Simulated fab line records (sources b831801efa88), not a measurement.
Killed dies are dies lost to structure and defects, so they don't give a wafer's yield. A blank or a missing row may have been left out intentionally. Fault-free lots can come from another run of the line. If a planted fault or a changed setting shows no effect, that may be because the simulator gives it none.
Chamber matching / flow sky130 / SKY_POLY_GATE_ETCH_17 on rieSi-02: 4 sister chambers
The step etches poly-Si in HBr/Cl2, stops on SiO2, target depth 180 nm, time 70.5 s. 7 wafers are shown with their chamber, then 7 later ones without.

## EACH WAFER AND ITS CHAMBER
wafer=L695.2; chamber=1; drypumpMotorCurrentA (A)=5.39; oesProductAu (a.u.)=0.995
wafer=L695.4; chamber=3; drypumpMotorCurrentA (A)=5.69; oesProductAu (a.u.)=0.996
wafer=L697.3; chamber=0; drypumpMotorCurrentA (A)=5.70; oesProductAu (a.u.)=0.991
wafer=L697.5; chamber=2; drypumpMotorCurrentA (A)=6.07; oesProductAu (a.u.)=0.974
wafer=L697.6; chamber=1; drypumpMotorCurrentA (A)=5.38; oesProductAu (a.u.)=0.978
wafer=L699.2; chamber=2; drypumpMotorCurrentA (A)=6.08; oesProductAu (a.u.)=0.996
wafer=L699.4; chamber=0; drypumpMotorCurrentA (A)=5.69; oesProductAu (a.u.)=0.983

## WAFERS WITH NO CHAMBER GIVEN
wafer=L699.6; drypumpMotorCurrentA (A)=5.71; oesProductAu (a.u.)=0.995
wafer=L701.1; drypumpMotorCurrentA (A)=6.07; oesProductAu (a.u.)=0.993
wafer=L701.3; drypumpMotorCurrentA (A)=5.70; oesProductAu (a.u.)=0.983
wafer=L701.6; drypumpMotorCurrentA (A)=6.08; oesProductAu (a.u.)=0.979
wafer=L703.4; drypumpMotorCurrentA (A)=6.06; oesProductAu (a.u.)=0.981
wafer=L703.5; drypumpMotorCurrentA (A)=5.70; oesProductAu (a.u.)=0.988
wafer=L703.6; drypumpMotorCurrentA (A)=5.38; oesProductAu (a.u.)=0.988

## WHICH CHAMBER EACH ONE RAN IN
wafer=L699.6; from the rows above=can't be placed: 0 or 3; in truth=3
wafer=L701.1; from the rows above=2; in truth=2
wafer=L701.3; from the rows above=can't be placed: 0 or 3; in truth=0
wafer=L701.6; from the rows above=2; in truth=2
wafer=L703.4; from the rows above=2; in truth=2
wafer=L703.5; from the rows above=can't be placed: 0 or 3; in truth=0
wafer=L703.6; from the rows above=1; in truth=1
4 of 7 placed correctly. Unplaceable from these rows: 3, with the true chamber sitting among the candidates in 3. 0 placed wrongly.
How it was worked out, from the rows above alone: a wafer's distance from a chamber is the root of the sum, over the readings, of the square of ((its reading less the chamber's mean) divided by the reading's scatter). The wafer belongs to the nearest chamber; if the next one is less than 2 further off, it can't be placed. A chamber's mean is the mean of its shown wafers. The scatter is the square root of a quotient: the sum, over the shown wafers, of each reading's squared deviation from its chamber's mean, divided by wafers minus chambers.
